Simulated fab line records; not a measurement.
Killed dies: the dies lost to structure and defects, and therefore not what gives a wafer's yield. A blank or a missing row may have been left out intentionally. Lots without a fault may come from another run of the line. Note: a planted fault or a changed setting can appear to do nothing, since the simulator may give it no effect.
A struck lot beside a sound one | flow gf180mcu | 17 steps out of a route of 602
Sound: the wafers L839.1, L839.4, L839.6. Struck: wafer L844.4 (L844.3, L844.5, from the same lot, were not struck and are left out); the cause is given at the end.
Order at every step that has rows: each side's tool, ch and its chambers, its first start. Under that, the readings that differ: sound wafers | struck wafers | difference of the means | sigmas: that difference in standard deviations of wafers without a fault.
alike: readings with means less than 2 such deviations apart, plus words and numbers identical on both sides. not compared: withheld readings, readings lacking a value on some wafer, bounds such as >300 that could conceal the same value, and numbers that have no deviation in the record and whose values overlap.
Wherever a step has rows on one side only, a row that says differs or no value, or a row with sigmas, the two part there. When numbers do not overlap yet have no deviation, they are printed without sigmas and do not part them. Lack of a reading on every wafer of one side parts them only where that side has two or more wafers.

first, 3 steps without rows for these wafers: GF_V2_EXPOSE_11 (exposes mask Via2, target cd 260 nm); GF_V2_PEB_12 (peb time 90 s); GF_V2_DEVELOP_13 (develop time 60 s).
GF_V2_CD_MEAS_14: the cd target is 260 nm.
  struck on cd-sem-02, day 22 16:41; sound on cd-sem-02, day 20 09:41
  alike: cd-nm
GF_V2_OVL_MEAS_15:
  struck on overlay-01, day 22 16:47; sound on overlay-01, day 20 09:48
  alike: V2_OVL
then, 1 step without rows for these wafers: GF_V2_ETCH_16 (etches BARC in N2/H2).
GF_V2_ETCH_17: etches SiO2 in C4F8/O2/Ar, stops on TiN, target depth 630 nm.
  sound on rie-diel-03 ch 0,1; struck on rie-diel-02 ch 0
  alike: oes-product-au
GF_V2_STRIP_18: strips in O2/N2.
  sound on plasma-asher-01 ch 0,1, day 20 09:58; struck on plasma-asher-02 ch 1, day 22 16:58
  alike: drypump-motor-current-A, heater-power-w, oes-product-au
  not compared: rf-hours-counter-h
then, 2 steps without rows for these wafers: GF_V2_STRIP_19 (strips in post etch residue remover, time 1200 s); GF_V2_CLEAN_20 (cleans in DIW).
GF_V2_SPUTTER_21: material Ti, target thk 15 nm, time 80.02 s.
  struck on pvd-sputter-04, day 22 17:28; sound on pvd-sputter-02, day 20 10:30
  alike: throttle-valve-pct
GF_V2_SPUTTER_22: material TiN, target thk 10 nm, time 40 s.
  struck on pvd-sputter-04, day 22 17:32; sound on pvd-sputter-02, day 20 10:34
  alike: throttle-valve-pct
GF_V2_CVD_23: deposits W, target thk 350 nm, time 104.94 s.
  sound on cvd-w-01 ch 0,1, day 20 10:36; struck on cvd-w-01 ch 0, day 22 17:37
  reading                          | sound             | struck | difference | sigmas
  model.W_of_V2_CVD_23.thk-nm (nm) | 346.9 349.8 351.8 | 323.3  | -26.2      |
  alike: heater-power-w, susceptor-temp-C
  not compared: since-wet-clean-h
GF_V2_RS_MEAS_24: uses a four-point probe to measure.
  struck on film-metro-02, day 22 18:01; sound on film-metro-03, day 20 10:43
  reading          | sound             | struck | difference | sigmas
  V2_W_RS (ohm/sq) | 0.330 0.327 0.325 | 0.355  | +0.028     | +7
  not compared: hold
GF_V2_THK_MEAS_25: measures by xrf.
  struck on film-metro-02, day 22 23:52; sound on film-metro-03, day 20 10:50
  reading       | sound       | struck | difference | sigmas
  V2_W_THK (nm) | 343 344 346 | 325    | -19        | -4
  not compared: hold
GF_V2_CMP_26: polishes, stops on SiO2, t overpolish 15 s, target thk 0 nm.
  sound on cmp-01 ch 1,2, day 20 10:54; struck on cmp-01 ch 2, day 23 05:23
  reading | sound | struck                   | difference                   | sigmas
  hold    | - - - | await-dispo/5.4h/release | no value on the sound wafers |
  alike: motor-current-A
GF_PASSIVATION_PROBE_99:
  rows exist in the record for the sound wafers here (prober-01, day 29 05:04), none for the struck ones

WHERE THEY PART
First at GF_V2_RS_MEAS_24; last, within this record, at GF_PASSIVATION_PROBE_99.

WHY: what the simulator had put in
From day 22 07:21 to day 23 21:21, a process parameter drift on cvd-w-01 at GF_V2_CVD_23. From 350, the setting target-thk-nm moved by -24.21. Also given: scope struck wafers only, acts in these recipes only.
